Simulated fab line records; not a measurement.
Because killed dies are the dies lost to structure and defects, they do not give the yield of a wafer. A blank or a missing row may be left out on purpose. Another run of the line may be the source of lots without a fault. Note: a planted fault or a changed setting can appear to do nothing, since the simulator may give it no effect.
fab line records + flow sfq_line
record
- lots=14
- wafers=42
- last_day=100
route steps=325 shown I4@176 JJ@182 A5B@209 R5@214
lots with no fault: from the same line, run without faults
start_h: hours from the record's first day to the start of the lot's first wafer shown + wait_h: hours from the lot's prior step to this one + " as in the row above + L1.1+2: one row covering several wafers at once + - no value present, or no start provided + * or withheld: withheld + < > ~ a bound
route shown NAME@n: names a module that has steps shown in the file, with the first one's number in the route + usual: mean/standard deviation of fault-free wafers + same: alike in all rows + chamber/n: place in a boat + sites: per-site readings + _std_site: the values' standard deviation + _edge_site: outer sites' mean less inner sites' + radius_mm: for every site, how far away it sits from the centre of the wafer + mask NAME#n: copy n + behind: tool/chamber where the wafer was last shaped + hold: why the lot was held/for how many hours/how that ended + device: whichever transistor did not switch (one of n, p or np) + end of line: at the end of the route, the tests of the same wafers + a step without rows: its recipe alone + killed: at the first sort, the dies lost to defects and structure; wafer yield is something else + map: shows each die of a wafer: x if killed, . if not, _ if none is there
set.NAME: the setting the step ran with; set.NAME@STEP: the setting that earlier step ran with + model.NAME: the simulator's own value behind a step, which no gauge read
steps of the route over a sample of lots; a table a step, a row a wafer
services: a tool's chamber out of use, with start hour (start_h, from the record's first day; less than 0 if before it), hours out, and reason
## steps
# step SFQ_TRILAYER_I4_VIA_STRIP_STRIP_107
# recipe
- gas=O2
- power_w=200
- platen_temp_c=40
- overash_fraction=0.65
- chemistry=O2
- pressure_mtorr=50
# usual
- drypump_motor_current_A=5.8/0.34
- he_backside_leak_sccm=3.5/0.31
- oes_product_au=1.003/0.0096
# same
- overash_fraction=0.65
| lot.wafer | tool         | chamber | start_h | wait_h | drypump_motor_current_A | he_backside_leak_sccm | oes_product_au | rf_hours_counter_h |
|-----------|--------------|---------|---------|--------|-------------------------|-----------------------|----------------|--------------------|
| L725.1    | rie_metal-02 | 1       | 1349.29 | -      | 6.4                     | 3.2                   | 0.989          | 97                 |
| L725.2    | "            | 0       | "       | "      | 5.6                     | 3.7                   | 1.014          | 62                 |
| L725.3    | "            | 1       | "       | "      | 6.4                     | 3.4                   | 0.999          | -                  |
| L727.2    | rie_metal-01 | 1       | 1384.67 | -      | 5.5                     | 3.6                   | 1.009          | 101                |
| L727.4    | "            | 1       | "       | "      | 5.4                     | 3.5                   | 1.002          | -                  |
| L727.6    | "            | 0       | "       | "      | 5.8                     | 3.2                   | 1.022          | -                  |
| L728.2    | rie_metal-01 | 0       | 1391.39 | -      | 5.8                     | 3.3                   | 1.007          | 15                 |
| L728.3    | "            | 0       | "       | "      | 5.8                     | 3.1                   | 1.002          | -                  |
| L728.6    | "            | 0       | "       | "      | 5.8                     | 3.2                   | 1.003          | -                  |
| L729.2    | rie_metal-01 | 0       | 1398.62 | -      | 5.8                     | 3.3                   | 1.010          | 16                 |
| L729.4    | "            | 0       | "       | "      | 5.8                     | 3.2                   | 1.014          | -                  |
| L729.6    | "            | 0       | "       | "      | 5.9                     | 3.2                   | 1.002          | -                  |
| L730.1    | rie_metal-02 | 0       | 1405.83 | -      | 5.6                     | 3.6                   | 1.016          | 70                 |
| L730.4    | "            | 0       | "       | "      | 5.6                     | 3.6                   | 1.016          | -                  |
| L730.5    | "            | 0       | "       | "      | 5.6                     | 3.6                   | 1.016          | -                  |
| L731.1    | rie_metal-03 | 1       | 1429.86 | -      | 5.3                     | 3.5                   | 0.984          | 48                 |
| L731.4    | "            | 1       | "       | "      | 5.2                     | 3.4                   | 0.983          | -                  |
| L731.5    | "            | 0       | "       | "      | 6.0                     | 3.6                   | 1.003          | -                  |
| L732.1    | rie_metal-02 | 0       | 1440.61 | -      | 5.6                     | 3.6                   | 1.014          | 76                 |
| L732.3    | "            | 0       | "       | "      | 5.6                     | 3.7                   | 1.017          | -                  |
| L732.5    | "            | 1       | "       | "      | 6.3                     | 3.3                   | 1.000          | -                  |
| L735.1    | rie_metal-01 | 1       | 1472.49 | -      | 5.5                     | 3.5                   | 0.979          | 113                |
| L735.3    | "            | 0       | "       | "      | 5.9                     | 3.1                   | 1.003          | -                  |
| L735.5    | "            | 0       | "       | "      | 5.9                     | 3.2                   | 1.002          | -                  |
| L736.3    | rie_metal-03 | 0       | 1477.69 | -      | 6.0                     | 3.6                   | 1.004          | -                  |
| L736.4    | "            | 0       | "       | "      | 6.0                     | 3.6                   | 0.996          | -                  |
| L736.6    | "            | 0       | "       | "      | 6.0                     | 3.6                   | 1.001          | -                  |
| L739.1    | rie_metal-03 | 1       | 1573.64 | -      | 5.2                     | 3.5                   | 0.985          | 68                 |
| L739.2    | "            | 0       | "       | "      | 6.0                     | 3.8                   | 1.006          | 54                 |
| L739.5    | "            | 0       | "       | "      | 6.0                     | 3.6                   | 0.998          | -                  |
| L740.2    | rie_metal-02 | 1       | 1577.24 | -      | 6.3                     | 3.3                   | 1.007          | 5                  |
| L740.3    | "            | 0       | "       | "      | 5.6                     | 3.6                   | 0.992          | -                  |
| L740.4    | "            | 1       | "       | "      | 6.3                     | 3.3                   | 1.009          | -                  |
| L742.1    | rie_metal-02 | 0       | 1583.24 | -      | 5.6                     | 3.8                   | 1.006          | 101                |
| L742.4    | "            | 1       | "       | "      | 6.4                     | 3.3                   | 1.012          | -                  |
| L742.6    | "            | 1       | "       | "      | 6.4                     | 3.3                   | 1.015          | -                  |
| L743.3    | rie_metal-01 | 0       | 1588.24 | -      | 5.9                     | 3.3                   | 1.002          | -                  |
| L743.5    | "            | 1       | "       | "      | 5.5                     | 3.3                   | 0.990          | -                  |
| L743.6    | "            | 0       | "       | "      | 5.8                     | 3.4                   | 0.996          | -                  |
| L744.3    | rie_metal-02 | 1       | 1589.44 | -      | 6.3                     | 3.4                   | 1.016          | -                  |
| L744.4    | "            | 0       | "       | "      | 5.6                     | 3.6                   | 1.004          | -                  |
| L744.6    | "            | 1       | "       | "      | 6.4                     | 3.3                   | 1.019          | -                  |
# step SFQ_TRILAYER_JJ_TRILAYER_DEP_SPUTTER_112
# recipe
- material=Nb
- base_pressure_pa=1.33e-06
- chamber_pressure_pa=0.1333
- substrate_temp_c=20
- target_thk_nm=170
- power_w=2000
- time_s=113.3
# usual
- cathode_dc_power_W=1999.9/0.36
- throttle_valve_pct=30.0/1.1
| lot.wafer | tool           | chamber | start_h | wait_h | cathode_dc_power_W | throttle_valve_pct |
|-----------|----------------|---------|---------|--------|--------------------|--------------------|
| L725.1    | pvd_sputter-06 | -       | 1351.19 | 0.5    | 1999.4             | 30.3               |
| L725.2    | "              | -       | "       | "      | 1999.8             | 32.4               |
| L725.3    | "              | -       | "       | "      | 2000.2             | 29.7               |
| L727.2    | pvd_sputter-04 | -       | 1386.57 | 0.5    | 2000.5             | 29.4               |
| L727.4    | "              | -       | "       | "      | 2000.0             | 30.4               |
| L727.6    | "              | -       | "       | "      | 1999.5             | 29.3               |
| L728.2    | pvd_sputter-06 | -       | 1393.29 | 0.5    | 2000.1             | 30.4               |
| L728.3    | "              | -       | "       | "      | 1999.5             | 32.5               |
| L728.6    | "              | -       | "       | "      | 2000.0             | 29.9               |
| L729.2    | pvd_sputter-03 | -       | 1400.52 | 0.5    | 2000.1             | 30.9               |
| L729.4    | "              | -       | "       | "      | 2000.4             | 30.5               |
| L729.6    | "              | -       | "       | "      | 2000.1             | 29.5               |
| L730.1    | pvd_sputter-03 | -       | 1407.73 | 0.5    | 2000.4             | 31.2               |
| L730.4    | "              | -       | "       | "      | 1999.8             | 29.4               |
| L730.5    | "              | -       | "       | "      | 2000.0             | 29.8               |
| L731.1    | pvd_sputter-04 | -       | 1431.76 | 0.5    | 1999.5             | 28.5               |
| L731.4    | "              | -       | "       | "      | 2000.1             | 28.8               |
| L731.5    | "              | -       | "       | "      | 1999.7             | 30.1               |
| L732.1    | pvd_sputter-04 | -       | 1442.51 | 0.5    | 1999.8             | 30.7               |
| L732.3    | "              | -       | "       | "      | 1999.1             | 28.8               |
| L732.5    | "              | -       | "       | "      | 1999.6             | 30.4               |
| L735.1    | pvd_sputter-04 | -       | 1474.42 | 0.5    | 1999.3             | 28.7               |
| L735.3    | "              | -       | "       | "      | 1999.6             | 30.5               |
| L735.5    | "              | -       | "       | "      | 2000.0             | 29.6               |
| L736.3    | pvd_sputter-06 | -       | 1479.79 | 0.5    | 1999.7             | 29.4               |
| L736.4    | "              | -       | "       | "      | 1999.9             | 32.6               |
| L736.6    | "              | -       | "       | "      | 1999.8             | 30.6               |
| L739.1    | pvd_sputter-04 | -       | 1575.53 | 0.5    | 2001.0             | 28.7               |
| L739.2    | "              | -       | "       | "      | 2000.2             | 28.8               |
| L739.5    | "              | -       | "       | "      | 2000.0             | 30.6               |
| L740.2    | pvd_sputter-06 | -       | 1579.13 | 0.5    | 2000.1             | 29.8               |
| L740.3    | "              | -       | "       | "      | 1999.4             | 30.5               |
| L740.4    | "              | -       | "       | "      | 2000.2             | 29.5               |
| L742.1    | pvd_sputter-06 | -       | 1585.13 | 0.5    | 2854.1             | 30.4               |
| L742.4    | "              | -       | "       | "      | 2853.9             | 32.5               |
| L742.6    | "              | -       | "       | "      | 2854.3             | 32.6               |
| L743.3    | pvd_sputter-06 | -       | 1589.93 | 0.5    | 2854.6             | 29.4               |
| L743.5    | "              | -       | "       | "      | 2854.7             | 29.2               |
| L743.6    | "              | -       | "       | "      | 2854.2             | 32.7               |
| L744.3    | pvd_sputter-04 | -       | 1591.13 | 0.5    | 2000.4             | 29.1               |
| L744.4    | "              | -       | "       | "      | 1999.8             | 30.5               |
| L744.6    | "              | -       | "       | "      | 2000.0             | 30.4               |
# step SFQ_JJ_RS_MEAS_929
# recipe
- thk_meas_gauge=four-point-probe
- reads=Nb_of_TRILAYER_JJ_TRILAYER_DEP_SPUTTER_112
# usual
- JJ_NB_RS=1.048/0.012
| lot.wafer | tool          | chamber | start_h | wait_h | hold                     | JJ_NB_RS[ohm/sq] |
|-----------|---------------|---------|---------|--------|--------------------------|------------------|
| L725.1    | film_metro-03 | -       | 1351.27 | 0.0    | -                        | 1.054            |
| L725.2    | "             | -       | "       | "      | -                        | 1.053            |
| L725.3    | "             | -       | "       | "      | -                        | 1.054            |
| L727.2    | film_metro-03 | -       | 1386.67 | 0.1    | -                        | 1.063            |
| L727.4    | "             | -       | "       | "      | -                        | 1.054            |
| L727.6    | "             | -       | "       | "      | -                        | 1.065            |
| L728.2    | film_metro-04 | -       | 1393.39 | 0.1    | -                        | 1.024            |
| L728.3    | "             | -       | "       | "      | -                        | 1.031            |
| L728.6    | "             | -       | "       | "      | -                        | 1.037            |
| L729.2    | film_metro-04 | -       | 1400.62 | 0.1    | -                        | 1.043            |
| L729.4    | "             | -       | "       | "      | -                        | 1.056            |
| L729.6    | "             | -       | "       | "      | -                        | 1.060            |
| L730.1    | film_metro-01 | -       | 1407.81 | 0.0    | -                        | 1.040            |
| L730.4    | "             | -       | "       | "      | -                        | 1.056            |
| L730.5    | "             | -       | "       | "      | -                        | 1.054            |
| L731.1    | film_metro-01 | -       | 1431.84 | 0.0    | -                        | 1.042            |
| L731.4    | "             | -       | "       | "      | -                        | 1.049            |
| L731.5    | "             | -       | "       | "      | -                        | 1.045            |
| L732.1    | film_metro-01 | -       | 1442.59 | 0.0    | -                        | 1.051            |
| L732.3    | "             | -       | "       | "      | -                        | 1.055            |
| L732.5    | "             | -       | "       | "      | -                        | 1.049            |
| L735.1    | film_metro-03 | -       | 1474.50 | 0.0    | -                        | 1.055            |
| L735.3    | "             | -       | "       | "      | -                        | 1.060            |
| L735.5    | "             | -       | "       | "      | -                        | 1.067            |
| L736.3    | film_metro-03 | -       | 1479.91 | 0.1    | -                        | 1.043            |
| L736.4    | "             | -       | "       | "      | -                        | 1.051            |
| L736.6    | "             | -       | "       | "      | -                        | 1.040            |
| L739.1    | film_metro-03 | -       | 1575.61 | 0.0    | -                        | 1.053            |
| L739.2    | "             | -       | "       | "      | -                        | 1.064            |
| L739.5    | "             | -       | "       | "      | -                        | 1.066            |
| L740.2    | film_metro-03 | -       | 1579.23 | 0.1    | -                        | 1.032            |
| L740.3    | "             | -       | "       | "      | -                        | 1.027            |
| L740.4    | "             | -       | "       | "      | -                        | 1.031            |
| L742.1    | film_metro-01 | -       | 1585.21 | 0.0    | await_dispo/0.2h/release | 0.724            |
| L742.4    | "             | -       | "       | "      | await_dispo/0.2h/release | 0.728            |
| L742.6    | "             | -       | "       | "      | await_dispo/0.2h/release | 0.729            |
| L742.1    | film_metro-01 | -       | 1585.50 | 0.3    | -                        | 0.725            |
| L742.4    | "             | -       | "       | "      | -                        | 0.729            |
| L742.6    | "             | -       | "       | "      | -                        | 0.731            |
| L743.3    | film_metro-03 | -       | 1590.05 | 0.1    | await_dispo/0.2h/release | 0.725            |
| L743.5    | "             | -       | "       | "      | await_dispo/0.2h/release | 0.726            |
| L743.6    | "             | -       | "       | "      | await_dispo/0.2h/release | 0.729            |
| L743.3    | film_metro-03 | -       | 1590.34 | 0.3    | -                        | 0.724            |
| L743.5    | "             | -       | "       | "      | -                        | 0.726            |
| L743.6    | "             | -       | "       | "      | -                        | 0.729            |
| L744.3    | film_metro-01 | -       | 1591.25 | 0.1    | -                        | 1.059            |
| L744.4    | "             | -       | "       | "      | -                        | 1.057            |
| L744.6    | "             | -       | "       | "      | -                        | 1.063            |
# step SFQ_TRILAYER_A5B_DEP_PECVD_129
# recipe
- material=SiO2
- temp_c=150
- time_s=133.33
- pressure_torr=2.4
- rf_w=183.3
- precursor=SiH4/N2O
- target_thk_nm=600
# usual
- heater_power_w=87/11
- showerhead_vpp_V=831/41
- throttle_valve_pct=23.9/1.1
| lot.wafer | tool     | chamber | start_h | wait_h | heater_power_w | showerhead_vpp_V | throttle_valve_pct |
|-----------|----------|---------|---------|--------|----------------|------------------|--------------------|
| L725.1    | pecvd-04 | 1       | 1485.36 | 0.0    | 72             | 852              | 23.9               |
| L725.2    | "        | 0       | "       | "      | 89             | 793              | 23.3               |
| L725.3    | "        | 0       | "       | "      | 96             | 791              | 23.6               |
| L727.2    | pecvd-01 | 2       | 1513.35 | 0.0    | 85             | 885              | 25.5               |
| L727.4    | "        | 2       | "       | "      | 70             | 869              | 25.6               |
| L727.6    | "        | 0       | "       | "      | 101            | 845              | 26.4               |
| L728.2    | pecvd-03 | 2       | 1521.40 | 0.0    | 100            | 883              | 23.1               |
| L728.3    | "        | 1       | "       | "      | 85             | 770              | 22.4               |
| L728.6    | "        | 1       | "       | "      | 88             | 780              | 22.4               |
| L729.2    | pecvd-03 | 2       | 1527.40 | 0.0    | 91             | 901              | 23.1               |
| L729.4    | "        | 2       | "       | "      | 95             | 900              | 23.0               |
| L729.6    | "        | 0       | "       | "      | 98             | 824              | 23.7               |
| L730.1    | pecvd-04 | 2       | 1610.69 | 0.0    | 81             | 797              | 22.9               |
| L730.4    | "        | 2       | "       | "      | 86             | 802              | 23.1               |
| L730.5    | "        | 0       | "       | "      | 104            | 777              | 23.6               |
| L731.1    | pecvd-03 | 0       | 1623.63 | 0.0    | 95             | 825              | 24.2               |
| L731.4    | "        | 2       | "       | "      | 98             | 907              | 23.0               |
| L731.5    | "        | 1       | "       | "      | 84             | 785              | 22.6               |
| L732.1    | pecvd-01 | 0       | 1633.88 | 0.0    | 91             | 859              | 26.5               |
| L732.3    | "        | 2       | "       | "      | 79             | 890              | 25.9               |
| L732.5    | "        | 0       | "       | "      | 96             | 859              | 26.4               |
| L735.1    | pecvd-04 | 2       | 1647.06 | 0.0    | 84             | 798              | 23.2               |
| L735.3    | "        | 0       | "       | "      | 97             | 803              | 23.5               |
| L735.5    | "        | 1       | "       | "      | 73             | 848              | 24.5               |
| L736.3    | pecvd-01 | 1       | 1655.61 | 0.0    | 82             | 842              | 25.4               |
| L736.4    | "        | 2       | "       | "      | 80             | 902              | 25.8               |
| L736.6    | "        | 1       | "       | "      | 84             | 830              | 25.6               |
| L739.1    | pecvd-01 | 0       | 1675.86 | 0.0    | 106            | 853              | 26.2               |
| L739.2    | "        | 2       | "       | "      | 74             | 897              | 25.9               |
| L739.5    | "        | 2       | "       | "      | 77             | 906              | 26.0               |
| L740.2    | pecvd-04 | 2       | 1680.31 | 0.0    | 86             | 801              | 23.3               |
| L740.3    | "        | 1       | "       | "      | 71             | 849              | 24.7               |
| L740.4    | "        | 2       | "       | "      | 88             | 815              | 23.0               |
| L742.1    | pecvd-04 | 0       | 1688.71 | 0.0    | 96             | 784              | 23.8               |
| L742.4    | "        | 0       | "       | "      | 99             | 791              | 23.8               |
| L742.6    | "        | 2       | "       | "      | 86             | 797              | 23.4               |
| L743.3    | pecvd-03 | 1       | 1693.51 | 0.0    | 82             | 787              | 23.0               |
| L743.5    | "        | 2       | "       | "      | 98             | 899              | 22.8               |
| L743.6    | "        | 1       | "       | "      | 86             | 773              | 22.7               |
| L744.3    | pecvd-04 | 2       | 1694.76 | 0.0    | 90             | 797              | 23.1               |
| L744.4    | "        | 0       | "       | "      | 95             | 788              | 23.9               |
| L744.6    | "        | 2       | "       | "      | 75             | 797              | 23.2               |
# step SFQ_TRILAYER_R5_DEP_SPUTTER_134
# recipe
- material=Ti
- base_pressure_pa=1.33e-06
- target_thk_nm=5
- power_w=2000
- time_s=5
- chamber_pressure_pa=0.4
# usual
- cathode_dc_power_W=2000.0/0.32
- throttle_valve_pct=30.3/1.1
| lot.wafer | tool           | chamber | start_h | wait_h | cathode_dc_power_W | throttle_valve_pct |
|-----------|----------------|---------|---------|--------|--------------------|--------------------|
| L725.1    | pvd_sputter-03 | -       | 1492.51 | 0.0    | 2000.5             | 30.9               |
| L725.2    | "              | -       | "       | "      | 2000.1             | 29.4               |
| L725.3    | "              | -       | "       | "      | 1999.6             | 30.2               |
| L727.2    | pvd_sputter-06 | -       | 1521.08 | 0.0    | 1999.9             | 32.7               |
| L727.4    | "              | -       | "       | "      | 2000.4             | 29.6               |
| L727.6    | "              | -       | "       | "      | 2000.4             | 32.7               |
| L728.2    | pvd_sputter-03 | -       | 1527.08 | 0.0    | 1999.9             | 30.7               |
| L728.3    | "              | -       | "       | "      | 2000.4             | 30.4               |
| L728.6    | "              | -       | "       | "      | 2000.3             | 30.8               |
| L729.2    | pvd_sputter-05 | -       | 1533.08 | 0.0    | 2000.3             | 29.3               |
| L729.4    | "              | -       | "       | "      | 2000.1             | 31.1               |
| L729.6    | "              | -       | "       | "      | 1999.8             | 28.7               |
| L730.1    | pvd_sputter-06 | -       | 1632.33 | 0.0    | 1999.9             | 29.3               |
| L730.4    | "              | -       | "       | "      | 2000.1             | 32.5               |
| L730.5    | "              | -       | "       | "      | 1999.6             | 32.4               |
| L731.1    | pvd_sputter-06 | -       | 1641.33 | 0.0    | 2000.0             | 30.4               |
| L731.4    | "              | -       | "       | "      | 1999.9             | 32.7               |
| L731.5    | "              | -       | "       | "      | 1999.7             | 29.7               |
| L732.1    | pvd_sputter-05 | -       | 1650.30 | 0.0    | 1999.8             | 29.4               |
| L732.3    | "              | -       | "       | "      | 2000.2             | 31.3               |
| L732.5    | "              | -       | "       | "      | 2000.2             | 31.2               |
| L735.1    | pvd_sputter-06 | -       | 1653.43 | 0.0    | 2000.1             | 30.5               |
| L735.3    | "              | -       | "       | "      | 1999.7             | 32.6               |
| L735.5    | "              | -       | "       | "      | 2000.0             | 29.4               |
| L736.3    | pvd_sputter-06 | -       | 1659.98 | 0.0    | 1999.6             | 32.5               |
| L736.4    | "              | -       | "       | "      | 1999.8             | 30.5               |
| L736.6    | "              | -       | "       | "      | 1999.8             | 29.1               |
| L739.1    | pvd_sputter-05 | -       | 1680.23 | 0.0    | 1999.6             | 29.3               |
| L739.2    | "              | -       | "       | "      | 2000.1             | 31.6               |
| L739.5    | "              | -       | "       | "      | 2000.3             | 31.0               |
| L740.2    | pvd_sputter-06 | -       | 1684.68 | 0.0    | 2000.1             | 29.6               |
| L740.3    | "              | -       | "       | "      | 2000.3             | 29.6               |
| L740.4    | "              | -       | "       | "      | 2000.3             | 32.5               |
| L742.1    | pvd_sputter-06 | -       | 1693.12 | 0.0    | 2000.1             | 30.2               |
| L742.4    | "              | -       | "       | "      | 2000.0             | 29.7               |
| L742.6    | "              | -       | "       | "      | 2000.4             | 32.5               |
| L743.3    | pvd_sputter-03 | -       | 1697.88 | 0.0    | 2000.1             | 30.5               |
| L743.5    | "              | -       | "       | "      | 1999.7             | 30.5               |
| L743.6    | "              | -       | "       | "      | 1999.6             | 30.2               |
| L744.3    | pvd_sputter-05 | -       | 1699.12 | 0.0    | 2000.2             | 29.5               |
| L744.4    | "              | -       | "       | "      | 2000.0             | 31.2               |
| L744.6    | "              | -       | "       | "      | 1999.6             | 28.5               |
## services
| tool           | chamber | start_h | hours | kind   |
|----------------|---------|---------|-------|--------|
| pecvd-04       | 2       | 1350.68 | 6.2   | repair |
| rie_metal-02   | -       | 1366.26 | 2.8   | pm     |
| pecvd-01       | 1       | 1367.06 | 3.7   | repair |
| rie_metal-02   | 1       | 1373.43 | 2.6   | repair |
| pvd_sputter-06 | -       | 1376.31 | 3.2   | repair |
| pecvd-04       | 1       | 1420.30 | 7.5   | repair |
| pecvd-01       | -       | 1420.64 | 2.8   | pm     |
| pecvd-04       | 2       | 1425.71 | 6.6   | repair |
| pecvd-04       | -       | 1431.20 | 4.2   | repair |
| rie_metal-01   | -       | 1434.22 | 0.7   | repair |
| pecvd-01       | -       | 1442.01 | 1.0   | repair |
| rie_metal-01   | -       | 1452.93 | 2.8   | pm     |
| rie_metal-02   | 1       | 1458.45 | 2.2   | repair |
| pecvd-04       | -       | 1468.69 | 6.0   | pm     |
| pecvd-04       | 2       | 1477.77 | 13.5  | repair |
| rie_metal-02   | 0       | 1495.85 | 15.1  | repair |
| pecvd-04       | 1       | 1556.13 | 4.6   | repair |
| rie_metal-01   | -       | 1565.26 | 1.2   | repair |
| pvd_sputter-03 | -       | 1592.08 | 5.6   | repair |
| pecvd-04       | 2       | 1624.48 | 6.4   | repair |
| pecvd-04       | -       | 1636.37 | 2.8   | pm     |
| pvd_sputter-03 | -       | 1653.92 | 1.0   | repair |
| pecvd-04       | 1       | 1684.20 | 22.3  | repair |
| rie_metal-02   | -       | 1688.57 | 1.2   | repair |
## key
first_sign
- step=SFQ_TRILAYER_JJ_TRILAYER_DEP_SPUTTER_112
- reading=cathode_dc_power_W
- direction=up
- sigmas=99+
- usual=1999.9
- struck=2854.3
effect
- step=SFQ_JJ_RS_MEAS_929
- reading=visit
- direction=added
effect
- step=SFQ_JJ_RS_MEAS_929
- reading=JJ_NB_RS
- direction=down
- sigmas=27
- usual=1.048
- struck=0.727
met_at SFQ_TRILAYER_JJ_TRILAYER_DEP_SPUTTER_112
struck_lots L742,L743
not_acting_at SFQ_TRILAYER_I4_VIA_STRIP_STRIP_107,SFQ_TRILAYER_A5B_DEP_PECVD_129,SFQ_TRILAYER_R5_DEP_SPUTTER_134
onset_between 1579.13 1585.13
fault
- kind=process_parameter_drift
- tool=pvd_sputter-06
- chamber=-
- onset_h=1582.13
- steps=SFQ_TRILAYER_JJ_TRILAYER_DEP_SPUTTER_112
- channel=power_w
- offset=854.45
- shape=step
- end_h=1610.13
- acts_in=these_recipes_only
- stated=2000
